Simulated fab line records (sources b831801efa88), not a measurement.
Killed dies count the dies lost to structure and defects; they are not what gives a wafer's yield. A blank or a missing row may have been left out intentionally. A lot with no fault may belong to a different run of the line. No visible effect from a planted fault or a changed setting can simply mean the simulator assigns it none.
fab line records    flow sky130
[record] lots = 4  wafers = 12  last_day = 51
route steps=708 shown LOCAL_INTERCONNECT@390 CONTACT@406 PAD_OPEN@708
lots with no fault: from the same line, run without faults
start_h: start of the lot's first displayed wafer, in hours after the record's first day    wait_h: how many hours have passed since the lot's step before this one    " same as the row above    L1.1+2: one row covering several wafers at once    - no value present, or no start provided    * or withheld: withheld    < > ~ a bound
route shown NAME@n: names a module that has steps shown in the file, with the first one's number in the route    usual: mean and standard deviation over wafers with no fault    same: alike in all rows    chamber/n: place in a boat    sites: readings site by site    _std_site: standard deviation of those values    _edge_site: inner sites' mean taken away from outer sites' mean    radius_mm: for every site, how far away it sits from the centre of the wafer    mask NAME#n: copy n    behind: the most recent tool/chamber to have shaped the wafer    hold: why the lot was held/for how many hours/how that ended    device: names the non-switching transistor (n, p or np)    end of line: the route-end tests of the same wafers    for a step that has no rows: nothing shown but its recipe    killed: dies that structure and defects cost at the first sort, which is not the same as the wafer's yield    map: dies across one wafer; x = killed, . = not, _ = none there
set.NAME: setting as actually run; set.NAME@STEP: the setting as run at that earlier step    model.NAME: the simulator's own value behind a step, which no gauge read
certain route steps with their lots: each step a table, each wafer a row
services: from which hour (start_h, from the record's first day; less than 0 if before it) a tool's chamber was out of use, for how many hours, and why
[[steps]]
[step SKY_LOCAL_INTERCONNECT_DEHYDRATE_03]
[recipe] temp_c = 200  time_s = 60
[step SKY_LOCAL_INTERCONNECT_HMDS_04]
[recipe] prime_time_s = 60  prime_temp_c = 120
[step SKY_LOCAL_INTERCONNECT_COAT_05]
[recipe] resist = BARC  temp_c = withheld  time_s = withheld  spin_rpm = 3000  resist_thk_nm = 60
[step SKY_LOCAL_INTERCONNECT_COAT_06]
[recipe] resist = KrF-thick  spin_rpm = 3000  resist_thk_nm = 450
[step SKY_LOCAL_INTERCONNECT_SOFTBAKE_07]
[recipe] temp_c = 100  time_s = 90  resist = KrF-thick
[step SKY_LOCAL_INTERCONNECT_EXPOSE_08]
[recipe] mask_id = LI1M  na = 0.8  source_shape = annular  sigma_inner = 0.55  sigma_outer = 0.85  target_cd_nm = 170  dose_mj = 28
[step SKY_LOCAL_INTERCONNECT_PEB_09]
[recipe] peb_temp_c = withheld  peb_time_s = withheld  resist = KrF-thick
[step SKY_LOCAL_INTERCONNECT_DEVELOP_10]
[recipe] develop_time_s = 60  resist = KrF-thick  dev_temp_c = 21
[step SKY_LOCAL_INTERCONNECT_ETCH_13]
[recipe] chemistry = N2/H2  target = BARC  ion_energy_ev = 200  bias_w = 100  pressure_mtorr = 30  n2_flow_sccm = 100  h2_flow_sccm = 200  icp_w = 500  stop_on = SiO2  time_s = 45.9  target_depth_a = 600
[usual] bias_w = 100.0/0.31  drypump_motor_current_A = 5.5/0.51  oes_product_au = 0.855/0.0046  throttle_valve_pct = 13.224/0.0091
lot.wafer  tool          chamber  start_h  wait_h  bias_w  drypump_motor_current_A  oes_product_au  rf_hours_counter_h  throttle_valve_pct  model.KrF-thick_of_LOCAL_INTERCONNECT_COAT_06.thk_nm  model.etch.depth_nm  model.LOCAL_INTERCONNECT.cd_nm
L564.4     rie_metal-04  1        754.13   0.0     99.6    5.8                      0.807           -                   13.213              404.9                                                 52.1                 172.1
L564.5     "             0        "        "       100.0   5.2                      0.857           -                   13.220              389.4                                                 59.9                 171
L564.6     "             1        "        "       99.7    5.8                      0.861           -                   13.224              387.6                                                 60.06                171
L566.2     rie_metal-04  0        773.61   0.0     100.6   5.2                      0.787           14                  13.215              408.7                                                 51.89                172.8
L566.3     "             0        "        "       100.7   5.2                      0.858           -                   13.240              393.3                                                 60.02                170.1
L566.4     "             1        "        "       100.3   5.8                      0.797           -                   13.209              407.5                                                 52.66                172.8
L575.2     rie_metal-01  0        847.63   0.0     100.1   6.3                      0.856           7                   13.228              392.9                                                 59.85                169.6
L575.5     "             1        "        "       99.9    4.7                      0.848           -                   13.226              392.7                                                 59.77                169.9
L575.6     "             0        "        "       99.9    6.3                      0.858           -                   13.222              391.8                                                 60.2                 169.2
L584.3     rie_metal-04  0        898.70   0.0     100.0   5.2                      0.857           -                   13.227              393.3                                                 59.95                169.6
L584.5     "             0        "        "       99.6    5.2                      0.850           -                   13.223              392.1                                                 59.91                168.4
L584.6     "             1        "        "       99.9    5.8                      0.861           -                   13.224              391.5                                                 59.98                170.1
[step SKY_LOCAL_INTERCONNECT_METAL_ETCH_14]
[recipe] target_depth_nm = 110  stop_on = PSG  chemistry = Cl2/BCl3  target = TiN  resist_sidewall_deg = 88  pressure_mtorr = 10  icp_w = 900  bias_w = 48.5  Cl2_flow_sccm = 60  bcl3_flow_sccm = 30  time_s = 31.4
[usual] bias_w = 48.50/0.17  drypump_motor_current_A = 5.5/0.51  oes_product_au = 0.937/0.007  throttle_valve_pct = 21.902/0.0094
lot.wafer  tool          chamber  start_h  wait_h  bias_w  drypump_motor_current_A  oes_product_au  rf_hours_counter_h  throttle_valve_pct  model.KrF-thick_of_LOCAL_INTERCONNECT_COAT_06.thk_nm  model.LOCAL_INTERCONNECT.cd_nm
L564.4     rie_metal-04  1        754.19   0.0     48.51   5.8                      0.382           -                   22.254              360.6                                                 171.9
L564.5     "             0        "        "       48.45   5.2                      0.934           -                   21.897              345.5                                                 170.8
L564.6     "             1        "        "       48.26   5.8                      0.926           -                   21.904              343.4                                                 170.4
L566.2     rie_metal-04  0        773.68   0.0     48.70   5.2                      0.371           14                  22.258              364.3                                                 172.3
L566.3     "             0        "        "       48.62   5.2                      0.941           -                   21.901              348.9                                                 169.9
L566.4     "             1        "        "       48.36   5.8                      0.367           -                   22.269              362.7                                                 172.2
L575.2     rie_metal-01  0        847.69   0.0     48.29   6.3                      0.942           7                   21.903              348.5                                                 169.1
L575.5     "             1        "        "       48.50   4.7                      0.924           -                   21.899              348.2                                                 170.3
L575.6     "             0        "        "       48.28   6.3                      0.940           -                   21.897              347.4                                                 168.5
L584.3     rie_metal-04  0        898.76   0.0     48.56   5.2                      0.930           -                   21.897              349.1                                                 169.7
L584.5     "             0        "        "       48.63   5.2                      0.936           -                   21.894              347.7                                                 168.7
L584.6     "             1        "        "       48.43   5.8                      0.942           -                   21.908              346.5                                                 170.2
[step SKY_LOCAL_INTERCONNECT_STRIP_15]
[recipe] chemistry = O2/N2  power_w = 1400  pressure_mtorr = 1500  platen_temp_c = withheld  o2_flow_sccm = 3000  n2_flow_sccm = 300  overash_fraction = 0.5
[usual] drypump_motor_current_A = 5.9/0.48  oes_product_au = 0.427/0.0042  strip_time_to_endpoint_s = 4.717/0.019
lot.wafer  tool             chamber  start_h  wait_h  drypump_motor_current_A  oes_product_au  rf_hours_counter_h  strip_time_to_endpoint_s
L564.4     plasma_asher-01  0        754.26   0.1     5.1                      0.443           -                   4.833
L564.5     "                0        "        "       5.1                      0.429           -                   4.693
L564.6     "                1        "        "       5.6                      0.426           -                   4.656
L566.2     plasma_asher-04  0        773.73   0.0     6.5                      0.434           2                   4.889
L566.3     "                0        "        "       6.5                      0.426           -                   4.735
L566.4     "                1        "        "       6.3                      0.433           -                   4.874
L575.2     plasma_asher-04  1        847.74   0.0     6.3                      0.434           9                   4.721
L575.5     "                0        "        "       6.5                      0.417           -                   4.724
L575.6     "                1        "        "       6.3                      0.428           -                   4.718
L584.3     plasma_asher-02  0        898.83   0.1     5.5                      0.425           -                   4.727
L584.5     "                1        "        "       5.9                      0.417           -                   4.706
L584.6     "                0        "        "       5.5                      0.427           -                   4.707
[step SKY_LOCAL_INTERCONNECT_STRIP_16]
[recipe] chemistry = post_etch_residue_remover  time_s = 1200  temp_c = 72.5
[step SKY_LOCAL_INTERCONNECT_CLEAN_17]
[recipe] chemistry = IPA  time_s = 180  temp_c = 25
[step SKY_LOCAL_INTERCONNECT_CLEAN_18]
[recipe] chemistry = O3/DIW  dry = n2_spin
[step SKY_CONTACT_CVD_00]
[recipe] material = Si3N4  target_thk_nm = 75  temp_c = 400  time_s = withheld  rf_w = 450
[step SKY_CONTACT_HDPCVD_02]
[recipe] material = SiO2  target_thk_nm = 565  sigma_open_frac = 0.3  time_s = 94.2  temp_c = 600  sih4_flow_sccm = 60  pressure_mtorr = 6
[step SKY_CONTACT_CMP_04]
[recipe] material = SiO2  down_force_psi = 4  platen_rpm = 60  pad_velocity_m_s = 0.94248
[step SKY_CONTACT_DEHYDRATE_06]
[recipe] temp_c = 200  time_s = 60
[step SKY_CONTACT_HMDS_07]
[recipe] prime_time_s = 60  prime_temp_c = 120
[step SKY_CONTACT_COAT_08]
[recipe] resist = BARC  temp_c = withheld  time_s = withheld  spin_rpm = 3000  resist_thk_nm = 60
[step SKY_CONTACT_COAT_09]
[recipe] resist = KrF-thick  spin_rpm = 3000  resist_thk_nm = 450
[step SKY_CONTACT_SOFTBAKE_10]
[recipe] temp_c = 100  time_s = 90  resist = KrF-thick
[step SKY_CONTACT_EXPOSE_11]
[recipe] mask_id = CTM1  na = 0.8  source_shape = annular  sigma_inner = 0.55  sigma_outer = 0.85  target_cd_nm = 170  dose_mj = 38
[step SKY_CONTACT_PEB_12]
[recipe] peb_temp_c = withheld  peb_time_s = withheld  resist = KrF-thick
[step SKY_CONTACT_DEVELOP_13]
[recipe] develop_time_s = 60  resist = KrF-thick  dev_temp_c = 21
[step SKY_CONTACT_CD_MEAS_14]
[recipe] target_cd_nm = 170
[usual] cd_nm = 169.7/1.6
lot.wafer  tool       chamber  start_h  wait_h  cd_nm
L564.4     cd_sem-01  -        783.92   -       -
L564.5     "          -        "        "       170.7
L564.6     "          -        "        "       171.3
L566.2     cd_sem-02  -        801.90   -       -
L566.3     "          -        "        "       168.7
L566.4     "          -        "        "       -
L575.2     cd_sem-01  -        875.43   -       169.1
L575.5     "          -        "        "       169.3
L575.6     "          -        "        "       167.9
L584.3     cd_sem-01  -        925.92   -       169.0
L584.5     "          -        "        "       167.6
L584.6     "          -        "        "       169.1
[step SKY_CONTACT_OVL_MEAS_15]
[usual] CONTACT_OVL = -1/5.4
lot.wafer  tool        chamber  start_h  wait_h  CONTACT_OVL[nm]
L564.4     overlay-02  -        783.99   0.1     -
L564.5     "           -        "        "       1
L564.6     "           -        "        "       -5
L566.2     overlay-02  -        802.01   0.1     -
L566.3     "           -        "        "       0
L566.4     "           -        "        "       -
L575.2     overlay-02  -        875.53   0.1     -1
L575.5     "           -        "        "       2
L575.6     "           -        "        "       -2
L584.3     overlay-02  -        926.02   0.1     0
L584.5     "           -        "        "       -4
L584.6     "           -        "        "       -4
[step SKY_CONTACT_ETCH_16]
[recipe] chemistry = N2/H2  target = BARC  ion_energy_ev = 200  source_w = 500  bias_w = 100  pressure_mtorr = 30  n2_flow_sccm = 100  h2_flow_sccm = 200  stop_on = SiO2  time_s = 45.9  target_depth_a = 600
[step SKY_PAD_OPEN_PROBE_99]
[usual] killed_at_M0_to_M3 = 43/6.4  killed_at_M4_up = 3.2/1.8  killed_at_contacts = 25/5.5  killed_at_front_end = 16/5.2  killed_at_other = 0.3/0.49  killed_dies = 88/10  killed_on_rim = 17/3.9  killed_open = 48/7  killed_short = 40/7.1
[same] gross_dies = 492  killed_at_back_side = 0
lot.wafer  tool       chamber  start_h  wait_h  killed_at_M0_to_M3  killed_at_M4_up  killed_at_contacts  killed_at_front_end  killed_at_other  killed_dies  killed_on_rim  killed_open  killed_short
L564.4     prober-01  -        1112.54  0.2     249                 77               84                  18                   64               492          96             49           44
L564.5     prober-01  -        1112.59  0.2     40                  4                20                  17                   1                82           23             42           40
L564.6     prober-01  -        1112.64  0.2     50                  3                32                  13                   0                98           19             51           47
L566.2     prober-02  -        1126.79  0.1     246                 72               88                  18                   68               492          96             48           47
L566.3     prober-02  -        1126.84  0.2     48                  6                25                  28                   0                107          26             57           50
L566.4     prober-02  -        1126.89  0.2     244                 80               87                  14                   67               492          96             53           34
L575.2     prober-02  -        1178.90  0.1     40                  3                17                  18                   2                80           20             44           36
L575.5     prober-02  -        1179.05  0.2     32                  2                28                  8                    1                71           10             37           34
L575.6     prober-02  -        1179.10  0.2     36                  2                21                  6                    1                66           10             38           28
// killed by level:class
L564.4 VIA3:area_expose=41 VIA4:area_expose=40 METAL3:area_expose=39 CAPM:area_expose=39 VIA1:area_expose=36 METAL1:area_expose=34 METAL4:area_expose=32 LOCAL_INTERCONNECT:area_etch=31
L564.5 CONTACT:geometric_particle:open=8 METAL1:geometric_particle:short=7 VIA3:geometric_particle:open=7 LOCAL_INTERCONNECT:geometric_particle:short=5 VIA2:geometric_particle:short=5 VIA2:geometric_particle:open=5 FIELD_ISO:geometric_particle:open=4 SPACER:geometric_particle:open=4
L564.6 METAL1:geometric_particle:short=10 VIA1:geometric_particle:open=10 CONTACT:geometric_particle:open=9 LI_CONTACT:geometric_particle:open=8 VIA3:geometric_particle:open=8 LOCAL_INTERCONNECT:geometric_particle:short=7 CONTACT:geometric_particle:short=6 METAL2:geometric_particle:short=6
L566.2 VIA3:area_expose=42 LOCAL_INTERCONNECT:area_etch=41 METAL1:area_expose=38 CAP2M:area_expose=37 VIA4:area_expose=35 METAL3:area_expose=32 METAL4:area_expose=32 CAPM:area_expose=31
L566.3 CONTACT:geometric_particle:open=11 FIELD_ISO:geometric_particle:open=10 VIA2:geometric_particle:open=10 VIA1:geometric_particle:open=7 METAL4:geometric_particle:short=6 METAL1:geometric_particle:short=6 VIA1:geometric_particle:short=6 VIA3:geometric_particle:open=6
L566.4 METAL4:area_expose=44 CAPM:area_expose=41 VIA1:area_expose=36 CONTACT:area_expose=35 VIA3:area_expose=34 VIA4:area_expose=34 METAL3:area_expose=32 LOCAL_INTERCONNECT:area_etch=31
L575.2 VIA1:geometric_particle:open=11 FIELD_ISO:geometric_particle:short=6 VIA2:geometric_particle:open=6 CONTACT:geometric_particle:open=5 CONTACT:geometric_particle:short=5 VIA2:geometric_particle:short=5 FIELD_ISO:geometric_particle:open=4 LI_CONTACT:geometric_particle:open=4
L575.5 CONTACT:geometric_particle:open=12 LI_CONTACT:geometric_particle:open=7 METAL2:geometric_particle:short=6 VIA3:geometric_particle:open=5 CONTACT:geometric_particle:short=4 METAL1:geometric_particle:short=4 VIA1:geometric_particle:open=4 METAL3:geometric_particle:short=4
L575.6 CONTACT:geometric_particle:open=12 VIA3:geometric_particle:open=8 VIA1:geometric_particle:open=7 CONTACT:geometric_particle:short=5 METAL3:geometric_particle:short=5 VIA2:geometric_particle:short=5 METAL1:geometric_particle:short=4 LI_CONTACT:geometric_particle:open=3
// map L564.4 (x killed, . not)
__________xxxxxxxxxx_________
________xxxxxxxxxxxxxx_______
______xxxxxxxxxxxxxxxxxx_____
_____xxxxxxxxxxxxxxxxxxxx____
____xxxxxxxxxxxxxxxxxxxxxx___
___xxxxxxxxxxxxxxxxxxxxxxxx__
__xxxxxxxxxxxxxxxxxxxxxxxxxx_
_xxxxxxxxxxxxxxxxxxxxxxxxxxxx
_xxxxxxxxxxxxxxxxxxxxxxxxxxxx
_xxxxxxxxxxxxxxxxxxxxxxxxxxxx
_xxxxxxxxxxxxxxxxxxxxxxxxxxxx
_xxxxxxxxxxxxxxxxxxxxxxxxxxxx
_xxxxxxxxxxxxxxxxxxxxxxxxxxxx
_xxxxxxxxxxxxxxxxxxxxxxxxxxxx
_xxxxxxxxxxxxxxxxxxxxxxxxxxxx
__xxxxxxxxxxxxxxxxxxxxxxxxxx_
___xxxxxxxxxxxxxxxxxxxxxxxx__
____xxxxxxxxxxxxxxxxxxxxxx___
_____xxxxxxxxxxxxxxxxxxxx____
______xxxxxxxxxxxxxxxxxx_____
________xxxxxxxxxxxxxx_______
__________xxxxxxxxxx_________
// map L566.2 (x killed, . not)
__________xxxxxxxxxx_________
________xxxxxxxxxxxxxx_______
______xxxxxxxxxxxxxxxxxx_____
_____xxxxxxxxxxxxxxxxxxxx____
____xxxxxxxxxxxxxxxxxxxxxx___
___xxxxxxxxxxxxxxxxxxxxxxxx__
__xxxxxxxxxxxxxxxxxxxxxxxxxx_
_xxxxxxxxxxxxxxxxxxxxxxxxxxxx
_xxxxxxxxxxxxxxxxxxxxxxxxxxxx
_xxxxxxxxxxxxxxxxxxxxxxxxxxxx
_xxxxxxxxxxxxxxxxxxxxxxxxxxxx
_xxxxxxxxxxxxxxxxxxxxxxxxxxxx
_xxxxxxxxxxxxxxxxxxxxxxxxxxxx
_xxxxxxxxxxxxxxxxxxxxxxxxxxxx
_xxxxxxxxxxxxxxxxxxxxxxxxxxxx
__xxxxxxxxxxxxxxxxxxxxxxxxxx_
___xxxxxxxxxxxxxxxxxxxxxxxx__
____xxxxxxxxxxxxxxxxxxxxxx___
_____xxxxxxxxxxxxxxxxxxxx____
______xxxxxxxxxxxxxxxxxx_____
________xxxxxxxxxxxxxx_______
__________xxxxxxxxxx_________
[[services]]
tool             chamber  start_h  hours  kind
plasma_asher-01  -        731.69   2.8    pm
plasma_asher-04  -        733.75   9.0    pm
plasma_asher-04  0        733.75   9.0    vent_cycle
plasma_asher-04  1        733.75   9.0    vent_cycle
plasma_asher-04  -        737.23   1.8    repair
plasma_asher-04  0        742.75   -      clean
plasma_asher-02  -        757.06   1.5    repair
plasma_asher-04  -        758.57   3.1    repair
rie_metal-04     0        758.62   4.0    repair
rie_metal-01     0        780.73   1.4    repair
plasma_asher-01  -        783.43   7.0    repair
plasma_asher-01  -        788.89   2.9    repair
plasma_asher-02  -        794.34   0.8    repair
plasma_asher-02  -        796.38   4.3    pm
rie_metal-01     -        801.94   1.0    repair
rie_metal-04     0        814.85   -      clean
rie_metal-04     0        814.85   17.8   scheduled_down
rie_metal-04     0        814.85   17.8   vent_cycle
plasma_asher-04  -        830.00   13.5   repair
rie_metal-04     -        830.99   1.4    pm
rie_metal-04     1        839.03   -      clean
rie_metal-04     1        839.03   29.8   scheduled_down
rie_metal-04     1        839.03   29.8   vent_cycle
plasma_asher-04  -        895.50   4.2    repair
[[key]]
[first_sign] step = SKY_LOCAL_INTERCONNECT_ETCH_13  reading = oes_product_au  direction = down  sigmas = 13  usual = 0.855  struck = 0.797
[effect] step = SKY_LOCAL_INTERCONNECT_METAL_ETCH_14  reading = oes_product_au  direction = down  sigmas = 80  usual = 0.937  struck = 0.373
[effect] step = SKY_LOCAL_INTERCONNECT_STRIP_15  reading = strip_time_to_endpoint_s  direction = up  sigmas = 7.6  usual = *  struck = *
[effect] step = SKY_CONTACT_CD_MEAS_14  reading = cd_nm  direction = missing
[effect] step = SKY_CONTACT_OVL_MEAS_15  reading = CONTACT_OVL  direction = missing
[effect] step = SKY_PAD_OPEN_PROBE_99  reading = killed_at_other  direction = up  sigmas = 66  usual = 0.3  struck = 66.3
[model_effect] step = SKY_LOCAL_INTERCONNECT_ETCH_13  value = KrF-thick_of_LOCAL_INTERCONNECT_COAT_06.thk_nm  without = 392.4  struck = 407.1
[model_effect] step = SKY_LOCAL_INTERCONNECT_METAL_ETCH_14  value = KrF-thick_of_LOCAL_INTERCONNECT_COAT_06.thk_nm  without = 347.8  struck = 362.5
met_at SKY_LOCAL_INTERCONNECT_ETCH_13
struck_wafers L564.4,L566.2,L566.4
tester_left_out L564,L566
[fault] kind = process_parameter_drift  tool = rie_metal-04  chamber = -  onset_h = 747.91  steps = SKY_LOCAL_INTERCONNECT_ETCH_13  channel = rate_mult  offset = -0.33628  shape = step  end_h = 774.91  scope = struck_wafers_only
// tester_left_out: of these lots the tester's yield and bins aren't shown, on N5 and GAA mostly nor the transistor test; their killed dies are dies lost to structure and defects alone, not to doping, threshold or leakage, so they don't give the yield
